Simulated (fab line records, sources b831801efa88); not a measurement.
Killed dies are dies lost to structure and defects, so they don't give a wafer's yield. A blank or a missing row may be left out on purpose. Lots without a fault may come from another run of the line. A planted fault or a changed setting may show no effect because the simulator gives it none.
Chamber matching | flow gf180mcu | GF_V3_CVD_02 on pecvd-01: 3 sister chambers
The step deposits SiO2 from TEOS, target thk 850 nm, time 94.851 s. 3 wafers are shown with their chamber, then 12 later ones without.

WAFERS WITH THEIR CHAMBER
wafer  | chamber | heater_power_w (W)
L091.1 | 1       | 548
L091.2 | 2       | 651
L091.3 | 0       | 657

WAFERS WITHOUT THEIR CHAMBER
wafer  | heater_power_w (W)
L094.2 | 636
L094.4 | 657
L094.5 | 687
L097.1 | 486
L097.3 | 647
L097.4 | 653
L096.1 | 654
L096.2 | 556
L096.3 | 652
L096.4 | 439
L096.5 | 518
L096.6 | 679

WHICH CHAMBER EACH WENT THROUGH
wafer  | from the rows above          | in truth
L094.2 | can't be placed: 2 or 0 or 1 | 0
L094.4 | can't be placed: 0 or 2      | 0
L094.5 | can't be placed: 0 or 2      | 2
L097.1 | 1                            | 1
L097.3 | can't be placed: 2 or 0      | 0
L097.4 | can't be placed: 2 or 0      | 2
L096.1 | can't be placed: 0 or 2      | 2
L096.2 | 1                            | 1
L096.3 | can't be placed: 2 or 0      | 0
L096.4 | 1                            | 1
L096.5 | 1                            | 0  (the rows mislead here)
L096.6 | can't be placed: 0 or 2      | 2
Placed correctly: 3 of 12. Can't be placed from these rows: 8 (the true chamber is among the candidates in 8). Placed wrongly: 1.
How it was worked out, from the rows above alone: a wafer's distance from a chamber is the root of the sum, over the readings, of the square of ((its reading less the chamber's mean) divided by the reading's scatter). The wafer belongs to the nearest chamber; if the next one is less than 2 further off, it can't be placed. A chamber's mean is the mean of its shown wafers. The scatter: with one shown wafer a chamber, the root of the mean of the squares of how far each hidden wafer lies from its nearest shown one.
